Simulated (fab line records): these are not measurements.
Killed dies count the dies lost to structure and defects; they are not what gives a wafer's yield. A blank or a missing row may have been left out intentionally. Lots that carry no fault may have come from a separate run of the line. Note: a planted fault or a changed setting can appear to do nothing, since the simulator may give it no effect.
Tool commonality check | flow gf180mcu | Lots sampled 12, wafers sampled 36

WHAT PROMPTED THE OPENING
Flagged at GF_M4_CD_MEAS_14: reading cd-nm, on 2 of 12 lots. Fault-free wafers read 280.3 nm, with a standard deviation of 1.1.
Rule: a lot is flagged in two cases, either no wafer of it has a number, or all its wafers with numbers fall more than 4 standard deviations from that mean. All remaining lots are regarded as sound.

lot  | measured     | on        | cd-nm (nm), wafer by wafer | flag
L648 | day 24 03:41 | cd-sem-01 | 281.4 281.2 280.2          |
L649 | day 24 17:24 | cd-sem-02 | 278.7 279.1 279.1          |
L650 | day 25 03:47 | cd-sem-02 | 278.7 277.8 278.9          |
L652 | day 25 15:18 | cd-sem-02 | 272.2 272.8 272.1          | FLAGGED
L653 | day 25 19:19 | cd-sem-01 | 272.9 272.2 272.5          | FLAGGED
L663 | day 28 20:52 | cd-sem-01 | 280.1 279.7 280.1          |
L664 | day 29 14:17 | cd-sem-01 | 279.3 280.7 279.6          |
L665 | day 29 17:50 | cd-sem-01 | 281.0 281.7 281.3          |
L666 | day 29 21:53 | cd-sem-01 | 278.5 279.1 279.4          |
L667 | day 29 23:33 | cd-sem-02 | 281.4 280.4 281.2          |
L668 | day 30 07:39 | cd-sem-02 | 280.3 281.6 282.2          |
L669 | day 30 14:23 | cd-sem-01 | 279.0 279.6 279.6          |
Average over the flagged lots: 272.4 nm; offset from the usual -7.9 nm, equal to -7 standard deviations.

EACH LOT AND THE TOOL IT RAN ON
The record holds 3 process steps before the reading, out of a route of 602 steps. Each cell gives the tool, then ch followed by the chambers the sampled wafers passed through, then the start.
lot  | flag    | GF_V2_CVD_23                  | GF_M3_SPUTTER_02             | GF_M4_PEB_12
L648 |         | cvd-w-01 ch 0,1, day 21 02:32 | pvd-sputter-02, day 21 03:15 | litho-track-04 ch 0, day 24 03:20
L649 |         | cvd-w-01 ch 1, day 21 16:47   | pvd-sputter-01, day 21 17:31 | litho-track-02 ch 0, day 24 17:04
L650 |         | cvd-w-01 ch 0,1, day 22 04:50 | pvd-sputter-01, day 22 05:34 | litho-track-04 ch 0, day 25 03:26
L652 | FLAGGED | cvd-w-02 ch 0,1, day 22 17:19 | pvd-sputter-01, day 22 18:02 | litho-track-02 ch 0, day 25 14:58
L653 | FLAGGED | cvd-w-02 ch 0,1, day 22 21:31 | pvd-sputter-02, day 22 22:13 | litho-track-02 ch 0, day 25 18:59
L663 |         | cvd-w-02 ch 0,1, day 26 06:49 | pvd-sputter-02, day 26 07:40 | litho-track-02 ch 0, day 28 20:32
L664 |         | cvd-w-01 ch 1, day 26 23:48   | pvd-sputter-02, day 27 00:38 | litho-track-02 ch 0, day 29 13:56
L665 |         | cvd-w-01 ch 0,1, day 27 04:37 | pvd-sputter-03, day 27 05:20 | litho-track-03 ch 0, day 29 17:30
L666 |         | cvd-w-02 ch 1, day 27 06:58   | pvd-sputter-01, day 27 07:41 | litho-track-03 ch 0, day 29 21:33
L667 |         | cvd-w-01 ch 0,1, day 27 09:22 | pvd-sputter-01, day 27 10:05 | litho-track-02 ch 0, day 29 23:13
L668 |         | cvd-w-02 ch 0,1, day 27 18:38 | pvd-sputter-03, day 27 19:22 | litho-track-02 ch 0, day 30 07:19
L669 |         | cvd-w-01 ch 0,1, day 28 02:29 | pvd-sputter-01, day 28 03:15 | litho-track-02 ch 0, day 30 14:02
These steps, and what they do:
- GF_V2_CVD_23: deposits W, target thk 350 nm, time 104.94 s.
- GF_M3_SPUTTER_02: material AlCu, target thk 450 nm, time 23.9 s.
- GF_M4_PEB_12: peb time 90 s.
- GF_M4_CD_MEAS_14: target cd 280 nm.

FLAGGED OVER TOTAL, TOOL BY TOOL (the gauges that took the reading come last)
step             | tool           | lots run | flagged | share of the flagged lots | sound lots run after its first flagged lot
GF_V2_CVD_23     | cvd-w-01       | 7        | 0       | none                      | -
GF_V2_CVD_23     | cvd-w-02       | 5        | 2       | all                       | 3 (L663,L666,L668)
GF_M3_SPUTTER_02 | pvd-sputter-01 | 6        | 1       | some                      | 3 (L666,L667,L669)
GF_M3_SPUTTER_02 | pvd-sputter-02 | 4        | 1       | some                      | 2 (L663,L664)
GF_M3_SPUTTER_02 | pvd-sputter-03 | 2        | 0       | none                      | -
GF_M4_PEB_12     | litho-track-02 | 8        | 2       | all                       | 5 (L663,L664,L667,L668,L669)
GF_M4_PEB_12     | litho-track-03 | 2        | 0       | none                      | -
GF_M4_PEB_12     | litho-track-04 | 2        | 0       | none                      | -
GF_M4_CD_MEAS_14 | cd-sem-01      | 7        | 1       | some                      | 5 (L663,L664,L665,L666,L669)
GF_M4_CD_MEAS_14 | cd-sem-02      | 5        | 1       | some                      | 2 (L667,L668)

WHAT THE TABLE ALLOWS
cvd-w-02 at GF_V2_CVD_23 and litho-track-02 at GF_M4_PEB_12 are the 2 rows of the table that ran each flagged lot.
- cvd-w-02 at GF_V2_CVD_23 ran 5 lots, 2 of them flagged. Sound lots followed the first flagged one (L663, L666, L668) on it, something a lasting fault affecting the whole tool could not allow.
- litho-track-02 at GF_M4_PEB_12 ran 8 lots, 2 of them flagged. Sound lots followed the first flagged one (L663, L664, L667, L668, L669) on it, something a lasting fault affecting the whole tool could not allow. Its own readings lie more than 4 standard deviations out on every wafer of the flagged lots: heater-power-total-W, plate-temp-C.
There is no row in the table that ran each flagged lot and no sound lot after the first.

WHAT THE SIMULATOR HAD PUT IN
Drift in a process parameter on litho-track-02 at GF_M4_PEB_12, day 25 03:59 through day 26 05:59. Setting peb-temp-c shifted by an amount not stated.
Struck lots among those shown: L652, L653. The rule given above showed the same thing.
